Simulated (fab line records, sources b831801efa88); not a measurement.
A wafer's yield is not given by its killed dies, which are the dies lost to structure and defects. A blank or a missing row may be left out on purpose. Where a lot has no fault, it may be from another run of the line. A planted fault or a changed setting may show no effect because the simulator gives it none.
fab line records -- flow sky130
record lots=6, wafers=18, last_day=50
route steps=708 shown VT_ADJUST_LVTN@104 PAD_OPEN@708
lots that met no fault: from a run of the same line without faults
start_h: start of the lot's first displayed wafer, in hours after the record's first day -- wait_h: how many hours have passed since the lot's step before this one -- " unchanged from the row above -- L1.1+2: one row covering several wafers at once -- - value missing, or start not given -- * or withheld: withheld -- < > ~ a bound
route shown NAME@n: a module of which the file shows steps, and the number in the route of the first -- usual: mean/standard deviation of fault-free wafers -- same: alike in all rows -- chamber/n: place in a boat -- sites: the reading at each site -- _std_site: how widely they spread, as a standard deviation -- _edge_site: mean of outer sites minus mean of inner sites -- radius_mm: for every site, how far away it sits from the centre of the wafer -- mask NAME#n: copy n -- behind: tool/chamber where the wafer was last shaped -- hold: what put the lot on hold/how long, in hours/how the hold closed -- device: transistor that didn't switch, given as n, p or np -- end of line: tests of these same wafers at the route's end -- step lacking rows: just its recipe -- killed: at the first sort, the dies lost to defects and structure; wafer yield is something else -- map: the dies of a wafer, with x for killed, . for not killed, _ for no die there
set.NAME: the setting that was run; set.NAME@STEP: the one run at that earlier step -- model.NAME: the simulator's own value behind a step, which no gauge read
a table for each step, a row for each wafer; lots at some steps of the route
services: a tool's chamber out of use, with start hour (start_h, from the record's first day; less than 0 if before it), hours out, and reason
## steps
# step SKY_VT_ADJUST_LVTN_OVL_MEAS_07
# usual VT_ADJUST_LVTN_OVL=-0.9/1.2
lot.wafer,tool,chamber,start_h,wait_h,VT_ADJUST_LVTN_OVL[nm]
L450.1,overlay-01,-,149.93,-,-0.2
L450.3,overlay-01,-,149.93,-,-0.6
L450.6,overlay-01,-,149.93,-,-1.1
L451.2,overlay-02,-,151.48,-,1.8
L451.3,overlay-02,-,151.48,-,0.4
L451.4,overlay-02,-,151.48,-,1.3
L460.2,overlay-01,-,210.88,-,-0.9
L460.3,overlay-01,-,210.88,-,-2.1
L460.6,overlay-01,-,210.88,-,-1.9
L464.3,overlay-01,-,240.99,-,1.4
L464.5,overlay-01,-,240.99,-,0.1
L464.6,overlay-01,-,240.99,-,-0.5
L468.1,overlay-01,-,262.41,-,-2.8
L468.2,overlay-01,-,262.41,-,-2.8
L468.3,overlay-01,-,262.41,-,-3.0
L470.1,overlay-02,-,278.41,-,-1.4
L470.2,overlay-02,-,278.41,-,-1.8
L470.6,overlay-02,-,278.41,-,-2.2
# step SKY_VT_ADJUST_LVTN_IMPLANT_08
# recipe species=B, energy_kev=30, dose_cm2=1.57e+12, tilt_deg=withheld
# step SKY_VT_ADJUST_LVTN_STRIP_09
# recipe chemistry=O2/N2, power_w=1400, pressure_mtorr=1500, platen_temp_c=withheld, o2_flow_sccm=3000, n2_flow_sccm=300, overash_fraction=0.5
# usual drypump_motor_current_A=5.8/0.39, oes_product_au=0.723/0.0045, strip_time_to_endpoint_s=36.93/0.11
lot.wafer,tool,chamber,start_h,wait_h,drypump_motor_current_A,oes_product_au,rf_hours_counter_h,strip_time_to_endpoint_s
L450.1,plasma_asher-04,1,150.11,0.1,5.9,0.715,47,36.89
L450.3,plasma_asher-04,0,150.11,0.1,6.2,0.721,-,36.88
L450.6,plasma_asher-04,1,150.11,0.1,5.9,0.728,-,36.92
L451.2,plasma_asher-02,1,151.66,0.1,6.2,0.728,4,37.00
L451.3,plasma_asher-02,0,151.66,0.1,5.5,0.726,-,37.11
L451.4,plasma_asher-02,1,151.66,0.1,6.2,0.714,-,37.08
L460.2,plasma_asher-01,0,211.06,0.1,5.8,0.724,38,37.02
L460.3,plasma_asher-01,1,211.06,0.1,5.1,0.724,-,36.95
L460.6,plasma_asher-01,0,211.06,0.1,5.8,0.727,-,36.97
L464.3,plasma_asher-02,1,241.20,0.1,6.1,0.731,-,37.05
L464.5,plasma_asher-02,0,241.20,0.1,5.5,0.725,-,36.97
L464.6,plasma_asher-02,1,241.20,0.1,6.1,0.719,-,37.05
L468.1,plasma_asher-01,0,262.60,0.1,5.8,0.718,43,36.81
L468.2,plasma_asher-01,1,262.60,0.1,5.1,0.717,43,36.95
L468.3,plasma_asher-01,1,262.60,0.1,5.1,0.725,-,36.92
L470.1,plasma_asher-04,0,278.60,0.1,6.2,0.721,59,36.96
L470.2,plasma_asher-04,1,278.60,0.1,6.0,0.723,59,36.88
L470.6,plasma_asher-04,1,278.60,0.1,6.0,0.721,-,36.86
# step SKY_VT_ADJUST_LVTN_TW_MEAS_10
# usual VT_ADJUST_LVTN_TW=239.0/2.9
lot.wafer,tool,chamber,start_h,wait_h,VT_ADJUST_LVTN_TW
L450.1,film_metro-02,-,150.21,0.1,236.0
L450.3,film_metro-02,-,150.21,0.1,236.5
L450.6,film_metro-02,-,150.21,0.1,236.0
L451.2,film_metro-02,-,151.77,0.1,234.7
L451.3,film_metro-02,-,151.77,0.1,235.9
L451.4,film_metro-02,-,151.77,0.1,235.5
L460.2,film_metro-03,-,211.17,0.1,242.7
L460.3,film_metro-03,-,211.17,0.1,243.1
L460.6,film_metro-03,-,211.17,0.1,242.3
L464.3,film_metro-02,-,241.28,0.1,238.3
L464.5,film_metro-02,-,241.28,0.1,238.2
L464.6,film_metro-02,-,241.28,0.1,237.5
L468.1,film_metro-04,-,262.70,0.1,240.9
L468.2,film_metro-04,-,262.70,0.1,240.3
L468.3,film_metro-04,-,262.70,0.1,238.9
L470.1,film_metro-02,-,278.70,0.1,235.0
L470.2,film_metro-02,-,278.70,0.1,235.6
L470.6,film_metro-02,-,278.70,0.1,234.3
# step SKY_VT_ADJUST_LVTN_DEHYDRATE_11
# recipe temp_c=200, time_s=60
# step SKY_VT_ADJUST_LVTN_HMDS_12
# recipe prime_time_s=60, prime_temp_c=120
# step SKY_VT_ADJUST_LVTN_COAT_13
# recipe resist=NOVOLAK, spin_rpm=3000, resist_thk_nm=1140
# step SKY_VT_ADJUST_LVTN_SOFTBAKE_14
# recipe temp_c=90, time_s=60, resist=NOVOLAK
# step SKY_VT_ADJUST_LVTN_EXPOSE_15
# recipe mask_id=HVN_STD_DERIVED, na=0.6, source_shape=conventional, sigma_outer=0.6, polarization=unpolarized, target_cd_nm=600, dose_mj=163
# step SKY_VT_ADJUST_LVTN_PEB_16
# recipe temp_c=withheld, time_s=*, resist=NOVOLAK
# step SKY_VT_ADJUST_LVTN_DEVELOP_17
# recipe resist=NOVOLAK, developer=TMAH, develop_time_s=60, dev_temp_c=23
# step SKY_VT_ADJUST_LVTN_OVL_MEAS_18
# usual VT_ADJUST_LVTN_01_OVL=1.2/1.3
lot.wafer,tool,chamber,start_h,wait_h,VT_ADJUST_LVTN_01_OVL[nm]
L450.1,overlay-02,-,169.73,0.1,1.8
L450.3,overlay-02,-,169.73,0.1,3.2
L450.6,overlay-02,-,169.73,0.1,1.2
L451.2,overlay-01,-,171.80,0.1,2.3
L451.3,overlay-01,-,171.80,0.1,3.1
L451.4,overlay-01,-,171.80,0.1,0.2
L460.2,overlay-01,-,232.43,0.1,1.3
L460.3,overlay-01,-,232.43,0.1,-0.1
L460.6,overlay-01,-,232.43,0.1,1.0
L464.3,overlay-02,-,264.85,0.1,1.6
L464.5,overlay-02,-,264.85,0.1,2.6
L464.6,overlay-02,-,264.85,0.1,0.9
L468.1,overlay-02,-,287.03,0.1,0.6
L468.2,overlay-02,-,287.03,0.1,0.9
L468.3,overlay-02,-,287.03,0.1,2.8
L470.1,overlay-02,-,303.29,0.1,-0.9
L470.2,overlay-02,-,303.29,0.1,0.5
L470.6,overlay-02,-,303.29,0.1,0.7
# step SKY_VT_ADJUST_LVTN_IMPLANT_19
# recipe species=B, energy_kev=30, dose_cm2=6.5e+11, tilt_deg=withheld
# usual beam_energy_keV=29.999/0.0082
lot.wafer,tool,chamber,start_h,wait_h,beam_energy_keV,model.implant.rp_nm,model.implant.drp_nm
L450.1,implanter-04,0,169.76,0.0,29.995,96.7,42.97
L450.3,implanter-04,0,169.76,0.0,30.014,96.7,42.97
L450.6,implanter-04,0,169.76,0.0,29.996,96.7,42.97
L451.2,implanter-02,0,171.85,0.0,29.989,96.36,42.97
L451.3,implanter-02,0,171.85,0.0,29.992,96.36,42.97
L451.4,implanter-02,0,171.85,0.0,29.981,96.36,42.97
L460.2,implanter-04,0,232.49,0.0,28.571,92.6,41.2
L460.3,implanter-04,0,232.49,0.0,28.563,92.6,41.2
L460.6,implanter-04,0,232.49,0.0,28.565,92.6,41.2
L464.3,implanter-04,0,264.93,0.1,28.567,94.29,41.2
L464.5,implanter-04,0,264.93,0.1,28.566,94.29,41.2
L464.6,implanter-04,0,264.93,0.1,28.564,94.29,41.2
L468.1,implanter-01,0,287.06,0.0,30.006,99.59,42.97
L468.2,implanter-01,0,287.06,0.0,29.996,99.59,42.97
L468.3,implanter-01,0,287.06,0.0,30.020,99.59,42.97
L470.1,implanter-02,0,303.33,0.0,29.990,101.1,42.97
L470.2,implanter-02,0,303.33,0.0,29.973,101.1,42.97
L470.6,implanter-02,0,303.33,0.0,29.999,101.1,42.97
# step SKY_VT_ADJUST_LVTN_STRIP_20
# recipe chemistry=O2/N2, power_w=1400, pressure_mtorr=1500, platen_temp_c=withheld, o2_flow_sccm=3000, n2_flow_sccm=300, overash_fraction=0.5
# usual drypump_motor_current_A=5.9/0.35, oes_product_au=0.716/0.0047, strip_time_to_endpoint_s=14.18/0.031
lot.wafer,tool,chamber,start_h,wait_h,drypump_motor_current_A,oes_product_au,rf_hours_counter_h,strip_time_to_endpoint_s
L450.1,plasma_asher-04,1,169.91,0.1,5.9,0.712,49,14.14
L450.3,plasma_asher-04,1,169.91,0.1,5.9,0.719,-,14.18
L450.6,plasma_asher-04,0,169.91,0.1,6.2,0.718,-,14.12
L451.2,plasma_asher-02,1,171.98,0.1,6.1,0.711,5,14.16
L451.3,plasma_asher-02,1,171.98,0.1,6.1,0.722,-,14.18
L451.4,plasma_asher-02,0,171.98,0.1,5.5,0.708,-,14.22
L460.2,plasma_asher-04,1,232.61,0.1,5.9,0.716,55,14.18
L460.3,plasma_asher-04,1,232.61,0.1,5.9,0.709,-,14.19
L460.6,plasma_asher-04,0,232.61,0.1,6.3,0.714,-,14.18
L464.3,plasma_asher-01,1,265.06,0.1,5.2,0.719,-,14.16
L464.5,plasma_asher-01,1,265.06,0.1,5.2,0.715,-,14.12
L464.6,plasma_asher-01,0,265.06,0.1,5.8,0.717,-,14.20
L468.1,plasma_asher-02,1,287.21,0.1,6.2,0.714,17,14.18
L468.2,plasma_asher-02,0,287.21,0.1,5.5,0.719,17,14.20
L468.3,plasma_asher-02,0,287.21,0.1,5.5,0.709,-,14.19
L470.1,plasma_asher-04,0,303.48,0.1,6.2,0.713,61,14.17
L470.2,plasma_asher-04,1,303.48,0.1,5.9,0.714,61,14.20
L470.6,plasma_asher-04,1,303.48,0.1,5.9,0.716,-,14.16
# step SKY_PAD_OPEN_PROBE_99
# usual killed_at_M0_to_M3=43/6.7, killed_at_M4_up=3.0/1.9, killed_at_contacts=25/5.4, killed_at_front_end=16/4.5, killed_at_other=0.4/0.62, killed_dies=87/9.6, killed_open=47/7, killed_short=39/6.1
# same gross_dies=492, killed_at_back_side=0
lot.wafer,tool,chamber,start_h,wait_h,killed_at_M0_to_M3,killed_at_M4_up,killed_at_contacts,killed_at_front_end,killed_at_other,killed_dies,killed_open,killed_short
L450.1,prober-02,-,1075.54,0.1,42,1,20,12,0,75,40,34
L450.3,prober-02,-,1075.64,0.2,49,5,23,12,0,89,48,41
L450.6,prober-02,-,1075.79,0.2,39,3,12,14,0,68,38,30
L460.2,prober-02,-,1137.43,0.1,46,5,23,9,0,83,51,32
L460.3,prober-02,-,1137.48,0.2,47,1,25,14,1,88,48,40
L460.6,prober-02,-,1137.63,0.2,56,2,23,9,0,90,48,41
L468.1,prober-01,-,1189.61,0.1,44,4,34,15,0,97,52,44
L468.2,prober-01,-,1189.66,0.1,42,3,28,7,0,80,37,43
L468.3,prober-01,-,1189.71,0.2,38,4,33,16,1,92,48,44
L470.1,prober-02,-,1191.11,0.1,40,1,31,20,1,93,56,37
L470.2,prober-02,-,1191.16,0.1,34,2,18,16,0,70,37,33
L470.6,prober-02,-,1191.36,0.2,36,0,27,25,0,88,49,39
# killed by level:class
L450.1 LI_CONTACT:geometric_particle:open=8 VIA1:geometric_particle:open=8 VIA2:geometric_particle:open=6 VIA1:geometric_particle:short=5 VIA3:geometric_particle:open=5 POLY_GATE:geometric_particle:open=4 CONTACT:geometric_particle:short=4 CONTACT:geometric_particle:open=4
L450.3 VIA1:geometric_particle:open=14 VIA1:geometric_particle:short=8 POLY_GATE:geometric_particle:open=6 LI_CONTACT:geometric_particle:open=6 CONTACT:geometric_particle:short=6 VIA2:geometric_particle:open=6 VIA3:geometric_particle:open=5 METAL2:geometric_particle:short=5
L450.6 VIA1:geometric_particle:open=10 VIA3:geometric_particle:open=8 VIA1:geometric_particle:short=7 POLY_GATE:geometric_particle:open=5 CONTACT:geometric_particle:short=4 CONTACT:geometric_particle:open=4 VIA3:geometric_particle:short=4 FIELD_ISO:geometric_particle:open=3
L460.2 LI_CONTACT:geometric_particle:open=11 VIA1:geometric_particle:open=10 VIA3:geometric_particle:open=10 VIA2:geometric_particle:open=8 VIA1:geometric_particle:short=5 METAL2:geometric_particle:short=5 CONTACT:geometric_particle:open=4 LOCAL_INTERCONNECT:geometric_particle:short=4
L460.3 VIA1:geometric_particle:open=9 VIA2:geometric_particle:open=8 CONTACT:geometric_particle:open=7 VIA3:geometric_particle:open=7 CONTACT:geometric_particle:short=6 VIA1:geometric_particle:short=6 LI_CONTACT:geometric_particle:open=5 METAL2:geometric_particle:short=5
L460.6 VIA1:geometric_particle:open=17 CONTACT:geometric_particle:short=9 METAL2:geometric_particle:short=9 VIA3:geometric_particle:open=9 VIA2:geometric_particle:open=7 LI_CONTACT:geometric_particle:short=5 CONTACT:geometric_particle:open=4 POLY_GATE:geometric_particle:open=3
L468.1 CONTACT:geometric_particle:open=12 VIA1:geometric_particle:open=9 VIA3:geometric_particle:open=9 LI_CONTACT:geometric_particle:open=7 LOCAL_INTERCONNECT:geometric_particle:short=7 METAL1:geometric_particle:short=5 LI_CONTACT:geometric_particle:short=4 CONTACT:geometric_particle:short=4
L468.2 VIA1:geometric_particle:open=10 METAL2:geometric_particle:short=7 LI_CONTACT:geometric_particle:open=7 CONTACT:geometric_particle:short=6 METAL1:geometric_particle:short=6 VIA2:geometric_particle:open=6 LI_CONTACT:geometric_particle:short=5 LOCAL_INTERCONNECT:geometric_particle:short=5
L468.3 CONTACT:geometric_particle:open=12 VIA1:geometric_particle:open=10 CONTACT:geometric_particle:short=8 FIELD_ISO:geometric_particle:open=5 LI_CONTACT:geometric_particle:open=5 FIELD_ISO:geometric_particle:short=5 VIA2:geometric_particle:short=5 METAL2:geometric_particle:short=4
L470.1 CONTACT:geometric_particle:open=13 VIA1:geometric_particle:open=12 FIELD_ISO:geometric_particle:open=6 VIA2:geometric_particle:open=6 VIA3:geometric_particle:open=6 LI_CONTACT:geometric_particle:short=5 VIA1:geometric_particle:short=5 FIELD_ISO:geometric_particle:short=4
L470.2 VIA1:geometric_particle:open=8 CONTACT:geometric_particle:open=7 METAL1:geometric_particle:short=6 FIELD_ISO:geometric_particle:short=5 LOCAL_INTERCONNECT:geometric_particle:short=5 FIELD_ISO:geometric_particle:open=4 VIA1:geometric_particle:short=4 VIA3:geometric_particle:open=4
L470.6 CONTACT:geometric_particle:open=11 POLY_GATE:geometric_particle:open=8 VIA1:geometric_particle:short=7 CONTACT:geometric_particle:short=6 VIA1:geometric_particle:open=6 VIA3:geometric_particle:open=6 FIELD_ISO:geometric_particle:open=5 METAL2:geometric_particle:short=5
## services
tool,chamber,start_h,hours,kind
plasma_asher-01,-,133.71,17.2,pm
implanter-04,-,134.32,3.7,pm
implanter-01,-,147.84,3.0,repair
plasma_asher-02,-,158.44,6.1,repair
plasma_asher-02,-,159.31,2.5,repair
plasma_asher-04,-,186.73,5.8,repair
plasma_asher-02,-,203.66,2.8,pm
implanter-02,-,216.04,1.7,repair
implanter-02,-,216.10,1.3,repair
plasma_asher-01,-,267.82,7.5,repair
implanter-04,-,280.97,12.1,pm
plasma_asher-04,-,282.53,11.8,repair
plasma_asher-02,-,299.74,11.8,repair
## key
first_sign step=SKY_VT_ADJUST_LVTN_IMPLANT_19, reading=beam_energy_keV, direction=down, sigmas=99+, usual=*, struck=*
effect none on later readings
model_effect step=SKY_VT_ADJUST_LVTN_IMPLANT_19, value=implant.rp_nm, without=98.04, struck=93.45
met_at SKY_VT_ADJUST_LVTN_IMPLANT_19
struck_wafers L460.2,L460.3,L460.6,L464.3,L464.5,L464.6
tester_left_out L460,L464
onset_between 169.76 232.49
fault kind=process_parameter_drift, tool=implanter-04, chamber=-, onset_h=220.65, steps=SKY_VT_ADJUST_LVTN_IMPLANT_19, channel=energy_kev, offset=*, shape=step, end_h=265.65, acts_in=*, stated=*
# tester_left_out: of these lots the tester's yield and bins aren't shown, on N5 and GAA mostly nor the transistor test; their killed dies are dies lost to structure and defects alone, not to doping, threshold or leakage, so they don't give the yield
